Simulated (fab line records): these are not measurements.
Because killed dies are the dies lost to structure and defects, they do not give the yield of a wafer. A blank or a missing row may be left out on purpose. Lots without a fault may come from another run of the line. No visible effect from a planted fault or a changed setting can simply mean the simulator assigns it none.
Which tool did it? + flow gf180mcu + 13 lots with 39 wafers sampled at 4 steps, on a route of 602 steps

WHAT THE GAUGES READ, wafer by wafer
GF_PASSIVATION_THK_MEAS_03.
| lot  | measured     | on            | PASSIVATION_CVD_02_THK (nm) |
|------|--------------|---------------|-----------------------------|
| L778 | day 28 02:08 | film_metro-02 | 701 695 710                 |
| L779 | day 28 09:02 | film_metro-03 | 701 696 705                 |
| L780 | day 28 18:35 | film_metro-02 | 683 695 711                 |
| L784 | day 30 00:12 | film_metro-04 | 718 704 695                 |
| L786 | day 30 13:59 | film_metro-03 | 690 689 706                 |
| L787 | day 31 00:26 | film_metro-04 | 683 690 702                 |
| L790 | day 31 19:10 | film_metro-02 | 676 691 702                 |
| L791 | day 31 21:35 | film_metro-02 | 701 694 704                 |
| L792 | day 32 06:17 | film_metro-03 | 691 703 694                 |
| L795 | day 33 01:37 | film_metro-03 | 698 700 693                 |
| L797 | day 33 08:52 | film_metro-02 | 704 685 693                 |
| L800 | day 34 01:00 | film_metro-04 | 697 706 706                 |
| L801 | day 34 07:38 | film_metro-02 | 693 711 707                 |

GF_PASSIVATION_BOW_MEAS_14.
| lot  | measured     | on            | PASSIVATION_BOW (um) |
|------|--------------|---------------|----------------------|
| L778 | day 28 22:58 | film_metro-04 | 124 121 131          |
| L779 | day 29 09:31 | film_metro-03 | 159 144 147          |
| L780 | day 29 15:10 | film_metro-04 | 124 137 142          |
| L784 | day 30 19:39 | film_metro-02 | 147 124 130          |
| L786 | day 31 09:38 | film_metro-04 | 96 113 111           |
| L787 | day 31 19:29 | film_metro-02 | 136 149 139          |
| L790 | day 32 14:02 | film_metro-03 | 134 141 138          |
| L791 | day 32 15:41 | film_metro-04 | 135 142 131          |
| L792 | day 33 00:13 | film_metro-02 | 165 149 153          |
| L795 | day 33 18:56 | film_metro-04 | 136 123 127          |
| L797 | day 34 02:02 | film_metro-04 | 144 142 151          |
| L800 | day 34 17:39 | film_metro-03 | 154 149 152          |
| L801 | day 34 23:39 | film_metro-04 | 139 145 133          |

EACH LOT AND THE TOOL THAT RAN IT (in order: tool; ch and the chambers of the sampled wafers; start)
| lot  | GF_V5_CMP_26                  | GF_TOP_METAL_SPUTTER_00      |
|------|-------------------------------|------------------------------|
| L778 | cmp-01 ch 0,1,2, day 27 05:39 | pvd_sputter-04, day 27 05:57 |
| L779 | cmp-01 ch 0,2,3, day 27 11:28 | pvd_sputter-04, day 27 11:43 |
| L780 | cmp-01 ch 2,3, day 27 21:52   | pvd_sputter-04, day 27 22:07 |
| L784 | cmp-02 ch 0,1,3, day 29 03:46 | pvd_sputter-04, day 29 03:55 |
| L786 | cmp-01 ch 1,3, day 29 17:34   | pvd_sputter-03, day 29 17:49 |
| L787 | cmp-02 ch 2,3, day 30 04:29   | pvd_sputter-02, day 30 04:47 |
| L790 | cmp-02 ch 0,1,3, day 31 00:34 | pvd_sputter-03, day 31 00:46 |
| L791 | cmp-02 ch 0,2, day 31 02:55   | pvd_sputter-03, day 31 03:13 |
| L792 | cmp-02 ch 0,1,3, day 31 11:12 | pvd_sputter-03, day 31 11:30 |
| L795 | cmp-02 ch 0,1,3, day 32 07:36 | pvd_sputter-03, day 32 07:48 |
| L797 | cmp-02 ch 1,2,3, day 32 15:05 | pvd_sputter-04, day 32 15:23 |
| L800 | cmp-02 ch 0,1,2, day 33 07:56 | pvd_sputter-02, day 33 08:05 |
| L801 | cmp-02 ch 0,1,2, day 33 14:41 | pvd_sputter-04, day 33 14:59 |
- GF_V5_CMP_26: polishes, stops on SiO2, t overpolish 15 s, target thk 0 nm.
- GF_TOP_METAL_SPUTTER_00: material Ti, target thk 37.5 nm, time 150 s.

WHAT THE TOOLS THEMSELVES READ (means of the sampled wafers that have a number; where no wafer has one, the mark that the record gives instead)
GF_V5_CMP_26.
| lot  | tool   | motor_current_A (A) | overpolish_run_s (s) | slurry_filter_dp_kPa (kPa) | time_to_endpoint_s (s) |
|------|--------|---------------------|----------------------|----------------------------|------------------------|
| L778 | cmp-01 | 11.0                | 15.008               | 13.61                      | 90                     |
| L779 | cmp-01 | 11.1                | 15.006               | 13.59                      | 87                     |
| L780 | cmp-01 | 11.4                | 14.998               | 13.65                      | 87                     |
| L784 | cmp-02 | 11.5                | 15.001               | 13.53                      | 85                     |
| L786 | cmp-01 | 10.9                | 14.997               | 13.55                      | 79                     |
| L787 | cmp-02 | 10.8                | 14.999               | 13.58                      | 85                     |
| L790 | cmp-02 | 11.6                | 15.004               | 13.39                      | 87                     |
| L791 | cmp-02 | 11.6                | 15.002               | 13.41                      | 87                     |
| L792 | cmp-02 | 11.5                | 14.996               | 13.49                      | 84                     |
| L795 | cmp-02 | 11.3                | 15.004               | 13.48                      | 84                     |
| L797 | cmp-02 | 11.0                | 14.999               | 13.49                      | 85                     |
| L800 | cmp-02 | 11.7                | 14.987               | 13.48                      | 84                     |
| L801 | cmp-02 | 11.5                | 14.995               | 13.50                      | 86                     |

GF_TOP_METAL_SPUTTER_00.
| lot  | tool           | throttle_valve_pct (%) |
|------|----------------|------------------------|
| L778 | pvd_sputter-04 | 29.7                   |
| L779 | pvd_sputter-04 | 30.2                   |
| L780 | pvd_sputter-04 | 30.5                   |
| L784 | pvd_sputter-04 | 29.5                   |
| L786 | pvd_sputter-03 | 31.8                   |
| L787 | pvd_sputter-02 | 30.6                   |
| L790 | pvd_sputter-03 | 30.9                   |
| L791 | pvd_sputter-03 | 30.9                   |
| L792 | pvd_sputter-03 | 31.8                   |
| L795 | pvd_sputter-03 | 32.1                   |
| L797 | pvd_sputter-04 | 29.8                   |
| L800 | pvd_sputter-02 | 29.9                   |
| L801 | pvd_sputter-04 | 29.7                   |

THE ANSWER, worked out from the rows above alone
Rule: what is usual is taken from the lots themselves. Put in order of their means at a reading, lots are off if they are a third of the lots or fewer, leave a main group of 4 or more, and stand apart from it by a gap of 3 or more times the standard deviation of the main group's means; of several such gaps the widest counts. A main group whose means are all the same, to the digits that the tables above print for the reading, isn't used. A lot without any number at a reading at which 4 lots or more have one is off too. All remaining lots with rows at the step are treated as sound. After the gauges, taken in route order, come the tools' own readings; for these a lot's mean is taken, as printed above. At the first step where some lot is off, the reading lying furthest off is the one used; lots without a number count as furthest.
Across all readings shown, no lot is off: no conclusion can be drawn from this.

WHAT THE SIMULATOR PUT IN
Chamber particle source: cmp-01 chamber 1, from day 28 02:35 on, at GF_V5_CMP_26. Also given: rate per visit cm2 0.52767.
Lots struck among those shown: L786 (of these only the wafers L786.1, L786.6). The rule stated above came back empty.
